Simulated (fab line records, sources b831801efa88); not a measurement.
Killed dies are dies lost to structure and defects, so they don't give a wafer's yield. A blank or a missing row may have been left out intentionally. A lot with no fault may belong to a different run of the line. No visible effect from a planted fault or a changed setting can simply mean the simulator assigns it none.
Which of the tools did it? || flow sky130 || 72 wafers from 24 lots sampled at 6 of the route's 708 steps

== WHAT THE GAUGES SHOWED, per wafer ==
SKY_VIA2_RS_MEAS_22: uses a four-point probe to measure.
{"lot": "L074", "measured": "day 36 11:44", "on": "filmMetro-01", "VIA2_W_RS (ohm/sq)": "0.277 0.277 0.271"}
{"lot": "L075", "measured": "day 36 14:02", "on": "filmMetro-04", "VIA2_W_RS (ohm/sq)": "0.274 0.273 0.272"}
{"lot": "L076", "measured": "day 37 00:01", "on": "filmMetro-04", "VIA2_W_RS (ohm/sq)": "0.274 0.273 0.271"}
{"lot": "L077", "measured": "day 37 11:18", "on": "filmMetro-02", "VIA2_W_RS (ohm/sq)": "0.269 0.273 0.274"}
{"lot": "L078", "measured": "day 37 19:29", "on": "filmMetro-01", "VIA2_W_RS (ohm/sq)": "0.274 0.272 0.276"}
{"lot": "L079", "measured": "day 37 23:33", "on": "filmMetro-01", "VIA2_W_RS (ohm/sq)": "0.267 0.269 0.267"}
{"lot": "L080", "measured": "day 38 15:39", "on": "filmMetro-02", "VIA2_W_RS (ohm/sq)": "0.271 0.275 0.274"}
{"lot": "L081", "measured": "day 38 21:02", "on": "filmMetro-02", "VIA2_W_RS (ohm/sq)": "0.272 0.268 0.265"}
{"lot": "L082", "measured": "day 39 01:25", "on": "filmMetro-02", "VIA2_W_RS (ohm/sq)": "0.268 0.268 0.266"}
{"lot": "L083", "measured": "day 39 03:59", "on": "filmMetro-04", "VIA2_W_RS (ohm/sq)": "0.274 0.274 0.272"}
{"lot": "L084", "measured": "day 39 21:53", "on": "filmMetro-04", "VIA2_W_RS (ohm/sq)": "0.269 0.268 0.269"}
{"lot": "L085", "measured": "day 40 10:43", "on": "filmMetro-04", "VIA2_W_RS (ohm/sq)": "0.269 0.269 0.272"}
{"lot": "L086", "measured": "day 40 14:19", "on": "filmMetro-02", "VIA2_W_RS (ohm/sq)": "0.274 0.272 0.275"}
{"lot": "L087", "measured": "day 40 17:08", "on": "filmMetro-04", "VIA2_W_RS (ohm/sq)": "0.265 0.266 0.264"}
{"lot": "L089", "measured": "day 41 17:59", "on": "filmMetro-04", "VIA2_W_RS (ohm/sq)": "0.271 0.271 0.273"}
{"lot": "L091", "measured": "day 41 19:21", "on": "filmMetro-04", "VIA2_W_RS (ohm/sq)": "0.271 0.272 0.275"}
{"lot": "L090", "measured": "day 41 21:23", "on": "filmMetro-02", "VIA2_W_RS (ohm/sq)": "0.276 0.277 0.277"}
{"lot": "L088", "measured": "day 41 22:17", "on": "filmMetro-01", "VIA2_W_RS (ohm/sq)": "0.276 0.272 0.272"}
{"lot": "L092", "measured": "day 42 05:08", "on": "filmMetro-01", "VIA2_W_RS (ohm/sq)": "0.266 0.267 0.265"}
{"lot": "L093", "measured": "day 42 05:29", "on": "filmMetro-02", "VIA2_W_RS (ohm/sq)": "0.277 0.271 0.275"}
{"lot": "L094", "measured": "day 42 10:56", "on": "filmMetro-01", "VIA2_W_RS (ohm/sq)": "0.273 0.273 0.271"}
{"lot": "L095", "measured": "day 42 14:13", "on": "filmMetro-02", "VIA2_W_RS (ohm/sq)": "0.273 0.275 0.272"}
{"lot": "L096", "measured": "day 43 05:41", "on": "filmMetro-01", "VIA2_W_RS (ohm/sq)": "0.274 0.273 0.276"}
{"lot": "L097", "measured": "day 43 07:30", "on": "filmMetro-04", "VIA2_W_RS (ohm/sq)": "0.267 0.269 0.270"}

SKY_VIA3_OVL_MEAS_13.
{"lot": "L074", "measured": "day 39 20:07", "on": "overlay-01", "VIA3_OVL (nm)": "-5 -2 -1"}
{"lot": "L075", "measured": "day 39 22:10", "on": "overlay-01", "VIA3_OVL (nm)": "2 -10 1"}
{"lot": "L076", "measured": "day 40 07:25", "on": "overlay-02", "VIA3_OVL (nm)": "-8 -18 -20"}
{"lot": "L077", "measured": "day 40 17:43", "on": "overlay-02", "VIA3_OVL (nm)": "9 6 6"}
{"lot": "L078", "measured": "day 41 01:28", "on": "overlay-01", "VIA3_OVL (nm)": "3 -9 5"}
{"lot": "L079", "measured": "day 41 04:40", "on": "overlay-02", "VIA3_OVL (nm)": "-3 1 2"}
{"lot": "L080", "measured": "day 41 21:10", "on": "overlay-02", "VIA3_OVL (nm)": "7 16 6"}
{"lot": "L081", "measured": "day 42 06:32", "on": "overlay-02", "VIA3_OVL (nm)": "-7 -6 -8"}
{"lot": "L082", "measured": "day 42 06:34", "on": "overlay-01", "VIA3_OVL (nm)": "-2 -7 -1"}
{"lot": "L083", "measured": "day 42 08:38", "on": "overlay-01", "VIA3_OVL (nm)": "3 3 6"}
{"lot": "L084", "measured": "day 42 23:50", "on": "overlay-02", "VIA3_OVL (nm)": "11 8 8"}
{"lot": "L085", "measured": "day 43 11:58", "on": "overlay-02", "VIA3_OVL (nm)": "4 -6 -11"}
{"lot": "L086", "measured": "day 43 15:52", "on": "overlay-02", "VIA3_OVL (nm)": "5 12 0"}
{"lot": "L087", "measured": "day 43 17:10", "on": "overlay-01", "VIA3_OVL (nm)": "-6 -7 -4"}
{"lot": "L089", "measured": "day 44 17:34", "on": "overlay-01", "VIA3_OVL (nm)": "-5 -4 3"}
{"lot": "L091", "measured": "day 44 19:43", "on": "overlay-02", "VIA3_OVL (nm)": "-9 -5 -3"}
{"lot": "L090", "measured": "day 44 22:01", "on": "overlay-01", "VIA3_OVL (nm)": "-5 -14 -13"}
{"lot": "L088", "measured": "day 44 22:22", "on": "overlay-01", "VIA3_OVL (nm)": "5 -3 4"}
{"lot": "L092", "measured": "day 45 04:28", "on": "overlay-01", "VIA3_OVL (nm)": "2 4 -1"}
{"lot": "L093", "measured": "day 45 04:45", "on": "overlay-02", "VIA3_OVL (nm)": "-11 -9 -16"}
{"lot": "L094", "measured": "day 45 09:34", "on": "overlay-01", "VIA3_OVL (nm)": "6 10 1"}
{"lot": "L095", "measured": "day 45 12:25", "on": "overlay-02", "VIA3_OVL (nm)": "6 8 -3"}
{"lot": "L096", "measured": "day 46 02:19", "on": "overlay-02", "VIA3_OVL (nm)": "0 -5 -3"}
{"lot": "L097", "measured": "day 46 04:29", "on": "overlay-02", "VIA3_OVL (nm)": "-14 -14 5"}

SKY_VIA3_RS_MEAS_22: uses a four-point probe to measure.
{"lot": "L074", "measured": "day 39 21:05", "on": "filmMetro-01", "VIA3_W_RS (ohm/sq)": "0.297 0.297 0.294"}
{"lot": "L075", "measured": "day 39 23:05", "on": "filmMetro-03", "VIA3_W_RS (ohm/sq)": "0.291 0.292 0.294"}
{"lot": "L076", "measured": "day 40 08:19", "on": "filmMetro-02", "VIA3_W_RS (ohm/sq)": "0.295 0.297 0.294"}
{"lot": "L077", "measured": "day 40 18:39", "on": "filmMetro-03", "VIA3_W_RS (ohm/sq)": "0.301 0.297 0.298"}
{"lot": "L078", "measured": "day 41 02:37", "on": "filmMetro-01", "VIA3_W_RS (ohm/sq)": "0.294 0.296 0.293"}
{"lot": "L079", "measured": "day 41 06:10", "on": "filmMetro-01", "VIA3_W_RS (ohm/sq)": "0.291 0.287 0.290"}
{"lot": "L080", "measured": "day 41 22:04", "on": "filmMetro-02", "VIA3_W_RS (ohm/sq)": "0.297 0.296 0.297"}
{"lot": "L081", "measured": "day 42 07:28", "on": "filmMetro-03", "VIA3_W_RS (ohm/sq)": "0.294 0.297 0.298"}
{"lot": "L082", "measured": "day 42 07:30", "on": "filmMetro-01", "VIA3_W_RS (ohm/sq)": "0.295 0.293 0.293"}
{"lot": "L083", "measured": "day 42 09:34", "on": "filmMetro-01", "VIA3_W_RS (ohm/sq)": "0.295 0.290 0.291"}
{"lot": "L084", "measured": "day 43 00:46", "on": "filmMetro-01", "VIA3_W_RS (ohm/sq)": "0.305 0.302 0.304"}
{"lot": "L085", "measured": "day 43 13:02", "on": "filmMetro-03", "VIA3_W_RS (ohm/sq)": "0.295 0.298 0.299"}
{"lot": "L086", "measured": "day 43 16:47", "on": "filmMetro-03", "VIA3_W_RS (ohm/sq)": "0.302 0.298 0.299"}
{"lot": "L087", "measured": "day 43 18:04", "on": "filmMetro-03", "VIA3_W_RS (ohm/sq)": "0.297 0.292 0.299"}
{"lot": "L089", "measured": "day 44 18:35", "on": "filmMetro-01", "VIA3_W_RS (ohm/sq)": "0.298 0.292 0.295"}
{"lot": "L091", "measured": "day 44 20:47", "on": "filmMetro-01", "VIA3_W_RS (ohm/sq)": "0.297 0.298 0.296"}
{"lot": "L090", "measured": "day 44 23:26", "on": "filmMetro-01", "VIA3_W_RS (ohm/sq)": "0.297 0.302 0.298"}
{"lot": "L088", "measured": "day 44 23:20", "on": "filmMetro-02", "VIA3_W_RS (ohm/sq)": "0.299 0.295 0.300"}
{"lot": "L092", "measured": "day 45 05:28", "on": "filmMetro-01", "VIA3_W_RS (ohm/sq)": "0.297 0.294 0.300"}
{"lot": "L093", "measured": "day 45 05:43", "on": "filmMetro-03", "VIA3_W_RS (ohm/sq)": "0.296 0.294 0.291"}
{"lot": "L094", "measured": "day 45 10:31", "on": "filmMetro-02", "VIA3_W_RS (ohm/sq)": "0.293 0.294 0.295"}
{"lot": "L095", "measured": "day 45 13:21", "on": "filmMetro-02", "VIA3_W_RS (ohm/sq)": "0.297 0.298 0.300"}
{"lot": "L096", "measured": "day 46 03:16", "on": "filmMetro-01", "VIA3_W_RS (ohm/sq)": "0.295 0.302 0.296"}
{"lot": "L097", "measured": "day 46 05:28", "on": "filmMetro-03", "VIA3_W_RS (ohm/sq)": "0.294 0.298 0.294"}

SKY_METAL4_OVL_MEAS_14.
{"lot": "L074", "measured": "day 41 23:30", "on": "overlay-01", "METAL4_OVL (nm)": "-10 -6 -3"}
{"lot": "L075", "measured": "day 42 00:04", "on": "overlay-02", "METAL4_OVL (nm)": "-4 -3 -9"}
{"lot": "L076", "measured": "day 42 09:12", "on": "overlay-02", "METAL4_OVL (nm)": "-9 -6 -8"}
{"lot": "L077", "measured": "day 42 19:27", "on": "overlay-02", "METAL4_OVL (nm)": "4 9 4"}
{"lot": "L078", "measured": "day 43 04:09", "on": "overlay-01", "METAL4_OVL (nm)": "-7 -10 -5"}
{"lot": "L079", "measured": "day 43 07:42", "on": "overlay-02", "METAL4_OVL (nm)": "-13 -14 -17"}
{"lot": "L080", "measured": "day 43 21:30", "on": "overlay-01", "METAL4_OVL (nm)": "7 7 5"}
{"lot": "L081", "measured": "day 44 06:46", "on": "overlay-02", "METAL4_OVL (nm)": "-6 -8 -7"}
{"lot": "L082", "measured": "day 44 07:45", "on": "overlay-01", "METAL4_OVL (nm)": "0 1 -5"}
{"lot": "L083", "measured": "day 44 08:30", "on": "overlay-02", "METAL4_OVL (nm)": "-5 -6 -2"}
{"lot": "L084", "measured": "day 45 00:01", "on": "overlay-01", "METAL4_OVL (nm)": "-2 -1 -2"}
{"lot": "L085", "measured": "day 45 10:46", "on": "overlay-02", "METAL4_OVL (nm)": "-9 -10 -13"}
{"lot": "L086", "measured": "day 45 14:00", "on": "overlay-01", "METAL4_OVL (nm)": "-6 -13 -7"}
{"lot": "L087", "measured": "day 45 14:57", "on": "overlay-01", "METAL4_OVL (nm)": "0 1 -3"}
{"lot": "L089", "measured": "day 46 13:12", "on": "overlay-01", "METAL4_OVL (nm)": "-2 4 -5"}
{"lot": "L091", "measured": "day 46 16:16", "on": "overlay-02", "METAL4_OVL (nm)": "4 2 5"}
{"lot": "L090", "measured": "day 46 17:52", "on": "overlay-02", "METAL4_OVL (nm)": "-9 -3 -1"}
{"lot": "L088", "measured": "day 46 17:30", "on": "overlay-01", "METAL4_OVL (nm)": "-14 -13 -16"}
{"lot": "L092", "measured": "day 47 00:27", "on": "overlay-02", "METAL4_OVL (nm)": "-7 -6 -8"}
{"lot": "L093", "measured": "day 47 00:48", "on": "overlay-02", "METAL4_OVL (nm)": "-7 -11 -5"}
{"lot": "L094", "measured": "day 47 05:13", "on": "overlay-02", "METAL4_OVL (nm)": "-2 -10 -7"}
{"lot": "L095", "measured": "day 47 08:19", "on": "overlay-01", "METAL4_OVL (nm)": "-3 -4 -4"}
{"lot": "L096", "measured": "day 47 19:43", "on": "overlay-02", "METAL4_OVL (nm)": "-2 4 1"}
{"lot": "L097", "measured": "day 48 00:51", "on": "overlay-02", "METAL4_OVL (nm)": "-8 -8 -13"}

== WHICH TOOL RAN EACH LOT (tool, then ch and the chambers of the sampled wafers, then the start) ==
{"lot": "L074", "SKY_METAL1_STRIP_20": "plasmaAsher-01 ch 0,1, day 32 22:08", "SKY_METAL4_SPUTTER_00": "pvdSputter-04, day 39 21:32"}
{"lot": "L075", "SKY_METAL1_STRIP_20": "plasmaAsher-01 ch 0,1, day 33 01:34", "SKY_METAL4_SPUTTER_00": "pvdSputter-02, day 39 23:34"}
{"lot": "L076", "SKY_METAL1_STRIP_20": "plasmaAsher-03 ch 0,1, day 33 11:47", "SKY_METAL4_SPUTTER_00": "pvdSputter-02, day 40 08:48"}
{"lot": "L077", "SKY_METAL1_STRIP_20": "plasmaAsher-03 ch 0, day 33 22:28", "SKY_METAL4_SPUTTER_00": "pvdSputter-04, day 40 19:07"}
{"lot": "L078", "SKY_METAL1_STRIP_20": "plasmaAsher-03 ch 0,1, day 34 07:43", "SKY_METAL4_SPUTTER_00": "pvdSputter-04, day 41 03:48"}
{"lot": "L079", "SKY_METAL1_STRIP_20": "plasmaAsher-02 ch 0,1, day 34 12:20", "SKY_METAL4_SPUTTER_00": "pvdSputter-03, day 41 07:06"}
{"lot": "L080", "SKY_METAL1_STRIP_20": "plasmaAsher-03 ch 0,1, day 35 04:16", "SKY_METAL4_SPUTTER_00": "pvdSputter-04, day 41 22:33"}
{"lot": "L081", "SKY_METAL1_STRIP_20": "plasmaAsher-02 ch 0,1, day 35 09:53", "SKY_METAL4_SPUTTER_00": "pvdSputter-04, day 42 07:56"}
{"lot": "L082", "SKY_METAL1_STRIP_20": "plasmaAsher-01 ch 0,1, day 35 14:19", "SKY_METAL4_SPUTTER_00": "pvdSputter-02, day 42 07:58"}
{"lot": "L083", "SKY_METAL1_STRIP_20": "plasmaAsher-03 ch 0,1, day 35 18:04", "SKY_METAL4_SPUTTER_00": "pvdSputter-04, day 42 10:02"}
{"lot": "L084", "SKY_METAL1_STRIP_20": "plasmaAsher-02 ch 0,1, day 36 11:37", "SKY_METAL4_SPUTTER_00": "pvdSputter-03, day 43 01:15"}
{"lot": "L085", "SKY_METAL1_STRIP_20": "plasmaAsher-03 ch 0,1, day 37 01:03", "SKY_METAL4_SPUTTER_00": "pvdSputter-02, day 43 13:29"}
{"lot": "L086", "SKY_METAL1_STRIP_20": "plasmaAsher-01 ch 0,1, day 37 06:16", "SKY_METAL4_SPUTTER_00": "pvdSputter-02, day 43 17:16"}
{"lot": "L087", "SKY_METAL1_STRIP_20": "plasmaAsher-02 ch 0,1, day 37 07:28", "SKY_METAL4_SPUTTER_00": "pvdSputter-04, day 43 18:33"}
{"lot": "L089", "SKY_METAL1_STRIP_20": "plasmaAsher-02 ch 0,1, day 38 12:25", "SKY_METAL4_SPUTTER_00": "pvdSputter-04, day 44 19:04"}
{"lot": "L091", "SKY_METAL1_STRIP_20": "plasmaAsher-02 ch 0,1, day 38 12:46", "SKY_METAL4_SPUTTER_00": "pvdSputter-04, day 44 21:15"}
{"lot": "L090", "SKY_METAL1_STRIP_20": "plasmaAsher-01 ch 0,1, day 38 13:58", "SKY_METAL4_SPUTTER_00": "pvdSputter-02, day 44 23:52"}
{"lot": "L088", "SKY_METAL1_STRIP_20": "plasmaAsher-01 ch 0,1, day 38 16:56", "SKY_METAL4_SPUTTER_00": "pvdSputter-04, day 44 23:49"}
{"lot": "L092", "SKY_METAL1_STRIP_20": "plasmaAsher-03 ch 0,1, day 38 21:20", "SKY_METAL4_SPUTTER_00": "pvdSputter-04, day 45 05:57"}
{"lot": "L093", "SKY_METAL1_STRIP_20": "plasmaAsher-03 ch 0,1, day 38 22:34", "SKY_METAL4_SPUTTER_00": "pvdSputter-04, day 45 06:25"}
{"lot": "L094", "SKY_METAL1_STRIP_20": "plasmaAsher-02 ch 0,1, day 39 04:21", "SKY_METAL4_SPUTTER_00": "pvdSputter-02, day 45 10:57"}
{"lot": "L095", "SKY_METAL1_STRIP_20": "plasmaAsher-02 ch 0,1, day 39 08:51", "SKY_METAL4_SPUTTER_00": "pvdSputter-03, day 45 13:47"}
{"lot": "L096", "SKY_METAL1_STRIP_20": "plasmaAsher-01 ch 0,1, day 40 00:11", "SKY_METAL4_SPUTTER_00": "pvdSputter-03, day 46 03:44"}
{"lot": "L097", "SKY_METAL1_STRIP_20": "plasmaAsher-03 ch 0,1, day 40 01:22", "SKY_METAL4_SPUTTER_00": "pvdSputter-03, day 46 06:41"}
- SKY_METAL1_STRIP_20: strips in O2/N2.
- SKY_METAL4_SPUTTER_00: material Ti, target thk 15 nm, time 10 s.

== WHAT THE TOOLS THEMSELVES READ (means of the sampled wafers that have a number; where no wafer has one, the mark that the record gives instead) ==
SKY_METAL1_STRIP_20.
{"lot": "L074", "tool": "plasmaAsher-01", "drypumpMotorCurrentA (A)": 5.9, "n2FlowSccm (sccm)": 300.1, "oesProductAu (a.u.)": 0.349, "stripTimeToEndpointS (s)": 2.72}
{"lot": "L075", "tool": "plasmaAsher-01", "drypumpMotorCurrentA (A)": 5.7, "n2FlowSccm (sccm)": 300.1, "oesProductAu (a.u.)": 0.342, "stripTimeToEndpointS (s)": 2.70}
{"lot": "L076", "tool": "plasmaAsher-03", "drypumpMotorCurrentA (A)": 6.2, "n2FlowSccm (sccm)": 299.8, "oesProductAu (a.u.)": 0.342, "stripTimeToEndpointS (s)": 2.70}
{"lot": "L077", "tool": "plasmaAsher-03", "drypumpMotorCurrentA (A)": 6.3, "n2FlowSccm (sccm)": 299.7, "oesProductAu (a.u.)": 0.346, "stripTimeToEndpointS (s)": 2.68}
{"lot": "L078", "tool": "plasmaAsher-03", "drypumpMotorCurrentA (A)": 6.2, "n2FlowSccm (sccm)": 300.7, "oesProductAu (a.u.)": 0.345, "stripTimeToEndpointS (s)": 2.76}
{"lot": "L079", "tool": "plasmaAsher-02", "drypumpMotorCurrentA (A)": 5.1, "n2FlowSccm (sccm)": 300.3, "oesProductAu (a.u.)": 0.342, "stripTimeToEndpointS (s)": 2.69}
{"lot": "L080", "tool": "plasmaAsher-03", "drypumpMotorCurrentA (A)": 6.2, "n2FlowSccm (sccm)": 300.1, "oesProductAu (a.u.)": 0.342, "stripTimeToEndpointS (s)": 2.70}
{"lot": "L081", "tool": "plasmaAsher-02", "drypumpMotorCurrentA (A)": 5.2, "n2FlowSccm (sccm)": 300.0, "oesProductAu (a.u.)": 0.342, "stripTimeToEndpointS (s)": 2.72}
{"lot": "L082", "tool": "plasmaAsher-01", "drypumpMotorCurrentA (A)": 5.9, "n2FlowSccm (sccm)": 299.6, "oesProductAu (a.u.)": 0.340, "stripTimeToEndpointS (s)": 2.70}
{"lot": "L083", "tool": "plasmaAsher-03", "drypumpMotorCurrentA (A)": 6.0, "n2FlowSccm (sccm)": 299.8, "oesProductAu (a.u.)": 0.342, "stripTimeToEndpointS (s)": 2.70}
{"lot": "L084", "tool": "plasmaAsher-02", "drypumpMotorCurrentA (A)": 5.1, "n2FlowSccm (sccm)": 300.4, "oesProductAu (a.u.)": 0.344, "stripTimeToEndpointS (s)": 2.71}
{"lot": "L085", "tool": "plasmaAsher-03", "drypumpMotorCurrentA (A)": 6.0, "n2FlowSccm (sccm)": 300.8, "oesProductAu (a.u.)": 0.345, "stripTimeToEndpointS (s)": 2.71}
{"lot": "L086", "tool": "plasmaAsher-01", "drypumpMotorCurrentA (A)": 5.7, "n2FlowSccm (sccm)": 301.3, "oesProductAu (a.u.)": 0.343, "stripTimeToEndpointS (s)": 2.73}
{"lot": "L087", "tool": "plasmaAsher-02", "drypumpMotorCurrentA (A)": 5.2, "n2FlowSccm (sccm)": 299.8, "oesProductAu (a.u.)": 0.341, "stripTimeToEndpointS (s)": 2.73}
{"lot": "L089", "tool": "plasmaAsher-02", "drypumpMotorCurrentA (A)": 5.1, "n2FlowSccm (sccm)": 299.5, "oesProductAu (a.u.)": 0.343, "stripTimeToEndpointS (s)": 2.74}
{"lot": "L091", "tool": "plasmaAsher-02", "drypumpMotorCurrentA (A)": 5.2, "n2FlowSccm (sccm)": 300.4, "oesProductAu (a.u.)": 0.343, "stripTimeToEndpointS (s)": 2.71}
{"lot": "L090", "tool": "plasmaAsher-01", "drypumpMotorCurrentA (A)": 5.9, "n2FlowSccm (sccm)": 300.4, "oesProductAu (a.u.)": 0.342, "stripTimeToEndpointS (s)": 2.72}
{"lot": "L088", "tool": "plasmaAsher-01", "drypumpMotorCurrentA (A)": 5.7, "n2FlowSccm (sccm)": 299.5, "oesProductAu (a.u.)": 0.345, "stripTimeToEndpointS (s)": 2.74}
{"lot": "L092", "tool": "plasmaAsher-03", "drypumpMotorCurrentA (A)": 6.1, "n2FlowSccm (sccm)": 300.1, "oesProductAu (a.u.)": 0.344, "stripTimeToEndpointS (s)": 2.72}
{"lot": "L093", "tool": "plasmaAsher-03", "drypumpMotorCurrentA (A)": 6.2, "n2FlowSccm (sccm)": 300.6, "oesProductAu (a.u.)": 0.346, "stripTimeToEndpointS (s)": 2.74}
{"lot": "L094", "tool": "plasmaAsher-02", "drypumpMotorCurrentA (A)": 5.2, "n2FlowSccm (sccm)": 300.0, "oesProductAu (a.u.)": 0.339, "stripTimeToEndpointS (s)": 2.68}
{"lot": "L095", "tool": "plasmaAsher-02", "drypumpMotorCurrentA (A)": 5.2, "n2FlowSccm (sccm)": 299.3, "oesProductAu (a.u.)": 0.342, "stripTimeToEndpointS (s)": 2.72}
{"lot": "L096", "tool": "plasmaAsher-01", "drypumpMotorCurrentA (A)": 5.7, "n2FlowSccm (sccm)": 300.8, "oesProductAu (a.u.)": 0.348, "stripTimeToEndpointS (s)": 2.75}
{"lot": "L097", "tool": "plasmaAsher-03", "drypumpMotorCurrentA (A)": 6.0, "n2FlowSccm (sccm)": 300.4, "oesProductAu (a.u.)": 0.346, "stripTimeToEndpointS (s)": 2.74}

SKY_METAL4_SPUTTER_00.
{"lot": "L074", "tool": "pvdSputter-04", "throttleValvePct (%)": 31.1}
{"lot": "L075", "tool": "pvdSputter-02", "throttleValvePct (%)": 29.7}
{"lot": "L076", "tool": "pvdSputter-02", "throttleValvePct (%)": 30.1}
{"lot": "L077", "tool": "pvdSputter-04", "throttleValvePct (%)": 30.2}
{"lot": "L078", "tool": "pvdSputter-04", "throttleValvePct (%)": 31.0}
{"lot": "L079", "tool": "pvdSputter-03", "throttleValvePct (%)": 32.1}
{"lot": "L080", "tool": "pvdSputter-04", "throttleValvePct (%)": 30.2}
{"lot": "L081", "tool": "pvdSputter-04", "throttleValvePct (%)": 30.9}
{"lot": "L082", "tool": "pvdSputter-02", "throttleValvePct (%)": 30.4}
{"lot": "L083", "tool": "pvdSputter-04", "throttleValvePct (%)": 31.0}
{"lot": "L084", "tool": "pvdSputter-03", "throttleValvePct (%)": 31.6}
{"lot": "L085", "tool": "pvdSputter-02", "throttleValvePct (%)": 30.0}
{"lot": "L086", "tool": "pvdSputter-02", "throttleValvePct (%)": 30.5}
{"lot": "L087", "tool": "pvdSputter-04", "throttleValvePct (%)": 31.6}
{"lot": "L089", "tool": "pvdSputter-04", "throttleValvePct (%)": 31.7}
{"lot": "L091", "tool": "pvdSputter-04", "throttleValvePct (%)": 31.6}
{"lot": "L090", "tool": "pvdSputter-02", "throttleValvePct (%)": 29.3}
{"lot": "L088", "tool": "pvdSputter-04", "throttleValvePct (%)": 30.9}
{"lot": "L092", "tool": "pvdSputter-04", "throttleValvePct (%)": 31.6}
{"lot": "L093", "tool": "pvdSputter-04", "throttleValvePct (%)": 31.6}
{"lot": "L094", "tool": "pvdSputter-02", "throttleValvePct (%)": 29.4}
{"lot": "L095", "tool": "pvdSputter-03", "throttleValvePct (%)": 31.2}
{"lot": "L096", "tool": "pvdSputter-03", "throttleValvePct (%)": 30.7}
{"lot": "L097", "tool": "pvdSputter-03", "throttleValvePct (%)": 31.0}

== THE ANSWER, worked out from the rows above alone ==
Rule: the usual values come from the lots themselves. The widest of any qualifying gaps counts: lots, ordered by their means at a reading, are off when they make up no more than a third of the lots, leave a main group of 4 or more, and stand apart from it by 3 or more times the standard deviation of that group's means. A main group is skipped when, at the precision printed for the reading in the tables above, its means are all equal. Also off: a lot with no number at a reading for which 4 or more lots have one. The other lots that the step has rows for count as sound. First the gauges in route order, then the tools' own readings, where a lot's mean is used as printed above. At the first step where some lot is off, the reading lying furthest off is the one used; lots without a number count as furthest.
No lot is off on any of the readings shown, so nothing can be concluded from this.

== WHAT THE SIMULATOR HAD PUT IN ==
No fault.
